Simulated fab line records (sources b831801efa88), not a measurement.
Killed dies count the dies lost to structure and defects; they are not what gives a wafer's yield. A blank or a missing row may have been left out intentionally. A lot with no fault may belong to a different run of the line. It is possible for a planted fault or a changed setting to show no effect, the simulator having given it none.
A struck lot beside a sound one / flow sky130 / 15 steps out of a route of 708
Sound: the wafers L908.1, L908.3, L908.5. Struck: wafers L919.2, L919.3, L919.5. The cause is given at the end.
Each step with rows lists, per side, the tool, then ch with its chambers, then its first start. Under that, the readings that differ: sound wafers / struck wafers / difference of the means / sigmas: that difference in standard deviations of wafers without a fault.
alike: a reading whose means differ by less than 2 such deviations, as well as words and numbers matching on both sides. not compared: withheld readings; readings where some wafer has no value; bounds like >300 that might hide an equal value; numbers whose values overlap and for which the record gives no deviation.
A row with sigmas, a row that says differs or no value, or rows on one side alone: a step with any of these is where the two part. Numbers that have no deviation but don't overlap get no sigmas and don't part them. A reading missing from all wafers of one side parts the sides only when that side holds two or more wafers.

first, 2 steps without rows for these wafers: SKY_CAPM_PEB_10; SKY_CAPM_DEVELOP_11 (develop time 60 s).
SKY_CAPM_OVL_MEAS_12:
  struck on overlay-02, day 41 07:37; sound on overlay-02, day 37 13:50
  alike: CAPM_OVL
SKY_CAPM_METAL_ETCH_13: etches TiN in Cl2/BCl3, stops on SiO2, target depth 220 nm, time 62.9 s.
  sound on rie metal-01 ch 0,1, day 37 13:52; struck on rie metal-04 ch 0,1, day 41 07:39
  alike: drypump motor current A, oes product au, throttle valve pct
  not compared: rf hours counter h
SKY_CAPM_STRIP_14: strips in O2/N2.
  sound on plasma asher-04 ch 0,1, day 37 13:57; struck on plasma asher-04 ch 0,1, day 41 07:44
  alike: drypump motor current A, oes product au, strip time to endpoint s
  not compared: rf hours counter h
then, 7 steps without rows for these wafers: SKY_CAPM_STRIP_15 (strips in post etch residue remover, time 1200 s); SKY_CAPM_CLEAN_16 (cleans in IPA, time 180 s); SKY_CAPM_CLEAN_17 (cleans in O3/DIW); SKY_METAL3_DEHYDRATE_05 (time 60 s); SKY_METAL3_HMDS_06 (prime time 60 s); SKY_METAL3_COAT_07 (resist thk 60 nm); SKY_METAL3_COAT_08 (resist thk 1140 nm).
SKY_METAL3_SOFTBAKE_09: time 90 s.
  sound on litho track-01 ch 0, day 38 02:00; struck on litho track-01 ch 0, day 41 20:00
reading=heater power total W (W); sound=57.53 57.28 57.28; struck=59.66 59.53 59.50; difference=+2.20; sigmas=+18
reading=plate temp C (C); sound=99.99 99.79 99.96; struck=102.79 102.76 102.80; difference=+2.87; sigmas=+24
then, 1 step without rows for these wafers: SKY_METAL3_EXPOSE_10 (exposes mask MM3, target cd 300 nm).
-- the record jumps here: 7 days lie between the struck wafers' starts before and after (it left off in module METAL3 and takes up again in module PAD_OPEN, whose first step shown is number 708 of the route) --
SKY_PAD_OPEN_PROBE_99:
  struck on prober-01, day 48 21:34; sound on prober-02, day 45 20:37
  alike: defect limited yield, killed_at_M0_to_M3, killed_at_M4_up, killed at contacts, killed at front end, killed at other, killed dies, killed open, killed short, sort_bin_3_pad_short, sort_bin_5_function, sort_bin_6_memory, sort n pass, sort yield pct

== WHERE THEY PART ==
At SKY_METAL3_SOFTBAKE_09 and nowhere else, as far as this record goes. Later steps at which nothing parts them and some readings are alike: SKY_PAD_OPEN_PROBE_99.

WHY: whatever the simulator had introduced
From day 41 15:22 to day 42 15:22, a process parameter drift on litho track-01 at SKY_METAL3_SOFTBAKE_09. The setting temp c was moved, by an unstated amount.
